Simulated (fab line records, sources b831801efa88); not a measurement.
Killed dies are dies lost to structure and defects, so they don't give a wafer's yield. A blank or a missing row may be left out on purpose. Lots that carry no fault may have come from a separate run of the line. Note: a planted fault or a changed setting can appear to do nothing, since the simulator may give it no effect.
Chamber matching -- flow sky130 -- cmp-02 running SKY_FIELD_ISO_CMP_27: 4 sister chambers
The step polishes, stops on Si3N4, t overpolish 16 s, target thk 457.8 nm. 14 wafers are shown with their chamber, then 7 later ones without.

## WAFERS PAIRED WITH THEIR CHAMBERS
wafer,chamber,motor-current-A (A),time-to-endpoint-s (s),edge-zone-pressure-frac
L902.2,3,11.4,102,1.009
L902.4,0,13.0,107,1.007
L902.6,0,12.1,109,1.004
L906.1,2,11.4,106,1.003
L906.3,3,11.1,103,1.006
L906.4,1,13.5,111,0.997
L917.2,2,11.3,106,0.996
L917.3,0,12.4,109,1.004
L917.4,1,14.5,107,1.004
L923.1,0,12.1,106,1.005
L923.2,2,11.5,107,1.001
L923.4,3,11.6,101,1.005
L920.3,0,13.0,107,0.993
L920.4,2,11.2,102,0.998

SIGNATURES (averages over the wafers above)
reading,chamber 0,chamber 1,chamber 2,chamber 3,scatter within a chamber
motor-current-A,12.520,14.000,11.350,11.367,0.388
time-to-endpoint-s,107.60,109.00,105.25,102.00,1.79
edge-zone-pressure-frac,1.00260,1.00050,0.99950,1.00667,0.00428
Rule: for a wafer and a chamber, the distance is found by dividing, reading by reading, the gap between the wafer's reading and the chamber's mean by the reading's scatter, squaring, summing and taking the root. If the next closest chamber is less than 2 further off than the closest, the wafer can't be placed; otherwise it belongs to the closest. The scatter: take each reading less its chamber's mean, square it, sum over the shown wafers, divide by the number of wafers less the number of chambers, and take the root.

## WAFERS WHOSE CHAMBER IS MISSING
wafer,motor-current-A (A),time-to-endpoint-s (s),edge-zone-pressure-frac
L920.6,14.5,105,0.994
L922.2,12.3,110,0.996
L922.3,13.7,106,1.002
L922.4,10.6,107,1.002
L919.2,11.3,107,1.003
L919.5,12.1,111,0.988
L919.6,10.9,103,0.995

## WHICH CHAMBER EACH ONE RAN IN
wafer,from the rows above,in truth
L920.6,1,1
L922.2,can't be placed: 0 or 2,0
L922.3,can't be placed: 1 or 0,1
L922.4,can't be placed: 2 or 3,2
L919.2,can't be placed: 2 or 3 or 0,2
L919.5,can't be placed: 0 or 2 or 1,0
L919.6,can't be placed: 2 or 3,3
Placed correctly: 1 of 7. From these rows, 6 cannot be placed; in 6 the true chamber is one of the candidates. Wrongly placed: 0.
